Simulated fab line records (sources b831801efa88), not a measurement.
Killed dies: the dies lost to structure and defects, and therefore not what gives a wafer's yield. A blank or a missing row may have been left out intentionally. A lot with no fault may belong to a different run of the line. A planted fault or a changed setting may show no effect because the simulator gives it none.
Which tool did it? -- flow gf180mcu -- Sampling: 13 lots, 39 wafers, 5 of 602 route steps

## WHAT THE GAUGES SHOWED, per wafer
GF_POLY_GATE_THK_MEAS_01.
lot,measured,on,POLY_GATE_CVD_00_THK (nm)
L435,day 8 12:40,film_metro-01,203.3 201.4 202.6
L437,day 8 23:26,film_metro-02,200.7 202.1 201.2
L439,day 9 12:47,film_metro-01,203.9 203.4 202.2
L440,day 9 16:16,film_metro-02,201.7 201.7 202.0
L442,day 10 04:23,film_metro-04,201.9 201.5 201.3
L444,day 11 01:47,film_metro-01,199.7 197.6 197.5
L445,day 11 07:28,film_metro-02,199.1 200.8 199.7
L448,day 12 05:55,film_metro-02,199.4 198.4 200.1
L451,day 13 03:37,film_metro-04,225.8 225.0 224.7
L453,day 13 14:39,film_metro-01,223.8 222.8 224.6
L454,day 13 22:52,film_metro-01,202.0 201.3 203.6
L455,day 14 11:01,film_metro-01,200.0 200.9 200.6
L458,day 15 18:10,film_metro-04,199.9 199.2 200.0

GF_V3_THK_MEAS_01.
lot,measured,on,V3_CVD_00_THK (nm)
L435,day 21 08:05,film_metro-01,602 607 607
L437,day 22 02:41,film_metro-02,599 599 605
L439,day 22 17:40,film_metro-01,595 598 592
L440,day 22 20:47,film_metro-01,601 607 610
L442,day 23 16:23,film_metro-03,596 599 602
L444,day 24 16:06,film_metro-02,603 595 601
L445,day 24 23:13,film_metro-01,600 592 595
L448,day 25 23:32,film_metro-01,596 595 593
L451,day 27 00:11,film_metro-03,594 599 592
L453,day 27 08:54,film_metro-02,592 599 595
L454,day 27 15:35,film_metro-01,595 597 596
L455,day 28 03:44,film_metro-02,595 600 602
L458,day 29 11:20,film_metro-03,596 599 587

## EACH LOT AND THE TOOL THAT RAN IT (in order: tool; ch and the chambers of the sampled wafers; start)
lot,GF_POLY_GATE_CVD_00,GF_V1_CVD_23,GF_M3_SPUTTER_03
L435,"lpcvd-02 ch 0, day 8 11:20","cvd_w-01 ch 0,1, day 18 02:41","pvd_sputter-01, day 20 07:16"
L437,"lpcvd-01 ch 0, day 8 22:05","cvd_w-01 ch 0,1, day 18 20:03","pvd_sputter-01, day 21 01:27"
L439,"lpcvd-01 ch 0, day 9 11:26","cvd_w-01 ch 0,1, day 19 12:46","pvd_sputter-01, day 21 17:14"
L440,"lpcvd-01 ch 1, day 9 14:56","cvd_w-02 ch 0, day 19 16:05","pvd_sputter-04, day 21 20:25"
L442,"lpcvd-01 ch 0, day 10 03:04","cvd_w-02 ch 0, day 20 13:35","pvd_sputter-04, day 22 16:20"
L444,"lpcvd-01 ch 1, day 10 23:47","cvd_w-01 ch 0,1, day 21 14:49","pvd_sputter-04, day 23 17:31"
L445,"lpcvd-02 ch 0, day 11 06:07","cvd_w-02 ch 0,1, day 21 21:51","pvd_sputter-04, day 24 00:08"
L448,"lpcvd-02 ch 0, day 12 04:34","cvd_w-02 ch 0,1, day 23 01:01","pvd_sputter-01, day 25 01:58"
L451,"lpcvd-01 ch 1, day 13 02:17","cvd_w-02 ch 0,1, day 24 02:44","pvd_sputter-04, day 26 02:05"
L453,"lpcvd-01 ch 0, day 13 13:19","cvd_w-01 ch 0,1, day 24 13:09","pvd_sputter-01, day 26 11:20"
L454,"lpcvd-02 ch 1, day 13 21:32","cvd_w-02 ch 0,1, day 24 20:38","pvd_sputter-01, day 26 18:25"
L455,"lpcvd-02 ch 0, day 14 09:40","cvd_w-02 ch 0,1, day 25 08:35","pvd_sputter-01, day 27 06:14"
L458,"lpcvd-02 ch 0, day 15 16:49","cvd_w-02 ch 0,1, day 26 19:40","pvd_sputter-01, day 28 15:31"
- GF_POLY_GATE_CVD_00: deposits poly-Si, target thk 200 nm, time 1200 s.
- GF_V1_CVD_23: deposits W, target thk 350 nm, time 105.05 s.
- GF_M3_SPUTTER_03: material Ti, target thk 10 nm, time 6.7 s.

## AS READ BY THE TOOLS THEMSELVES (means over the sampled wafers that have a number; for cases with no such wafer, the mark the record gives instead)
GF_POLY_GATE_CVD_00.
lot,tool,pressure_mtorr (mTorr),susceptor_temp_C (C),zone_power_centre_pct (%)
L435,lpcvd-02,200.1,620.42,10.5
L437,lpcvd-01,199.9,620.17,9.6
L439,lpcvd-01,200.0,619.79,9.5
L440,lpcvd-01,200.2,620.05,7.4
L442,lpcvd-01,200.1,620.04,9.5
L444,lpcvd-01,199.2,620.18,7.4
L445,lpcvd-02,200.5,619.98,10.6
L448,lpcvd-02,199.8,620.01,10.3
L451,lpcvd-01,199.9,619.98,7.4
L453,lpcvd-01,200.2,620.11,9.4
L454,lpcvd-02,199.9,619.83,8.4
L455,lpcvd-02,199.7,620.12,10.4
L458,lpcvd-02,200.1,619.84,10.5

GF_V1_CVD_23.
lot,tool,heater_power_w (W),susceptor_temp_C (C)
L435,cvd_w-01,877,399.78
L437,cvd_w-01,877,399.95
L439,cvd_w-01,885,399.76
L440,cvd_w-02,793,400.17
L442,cvd_w-02,796,400.05
L444,cvd_w-01,851,400.28
L445,cvd_w-02,800,400.05
L448,cvd_w-02,806,400.02
L451,cvd_w-02,805,399.96
L453,cvd_w-01,899,399.77
L454,cvd_w-02,811,399.92
L455,cvd_w-02,814,400.09
L458,cvd_w-02,815,399.90

GF_M3_SPUTTER_03.
lot,tool,throttle_valve_pct (%)
L435,pvd_sputter-01,29.8
L437,pvd_sputter-01,29.8
L439,pvd_sputter-01,29.9
L440,pvd_sputter-04,29.1
L442,pvd_sputter-04,28.9
L444,pvd_sputter-04,28.6
L445,pvd_sputter-04,28.8
L448,pvd_sputter-01,29.7
L451,pvd_sputter-04,28.8
L453,pvd_sputter-01,29.3
L454,pvd_sputter-01,29.8
L455,pvd_sputter-01,29.3
L458,pvd_sputter-01,29.4

## THE ANSWER, worked out from the rows above alone
Rule: what is usual is taken from the lots themselves. The widest of any qualifying gaps counts: lots, ordered by their means at a reading, are off when they make up no more than a third of the lots, leave a main group of 4 or more, and stand apart from it by 3 or more times the standard deviation of that group's means. If all means in a main group match to the digits the tables above print for the reading, that group is not used. Also off: a lot with no number at a reading for which 4 or more lots have one. All remaining lots with rows at the step are treated as sound. After the gauges, taken in route order, come the tools' own readings; for these a lot's mean is taken, as printed above. At the first step where some lot is off, the reading lying furthest off is the one used; lots without a number count as furthest.
Off: L451, L453, at GF_POLY_GATE_THK_MEAS_01 (POLY_GATE_CVD_00_THK). For the main group the mean is 200.9 nm and the standard deviation 1.4.
If a tool, at a process step before that reading, ran all the lots that are off and no sound lot after the first of them, it fits. Gauges at GF_POLY_GATE_THK_MEAS_01: tried the same way as those tools. One candidate fits, namely lpcvd-01 at GF_POLY_GATE_CVD_00. A fault onset in the window from L444 (day 10 23:47, its last sound lot) to L451 (day 13 02:17, its first lot off) fits.

## WHAT THE SIMULATOR HAD PUT IN
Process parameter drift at GF_POLY_GATE_CVD_00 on lpcvd-01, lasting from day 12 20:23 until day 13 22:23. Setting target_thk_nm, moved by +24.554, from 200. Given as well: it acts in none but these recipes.
Struck lots among those shown: L451, L453. The rule above found the same.
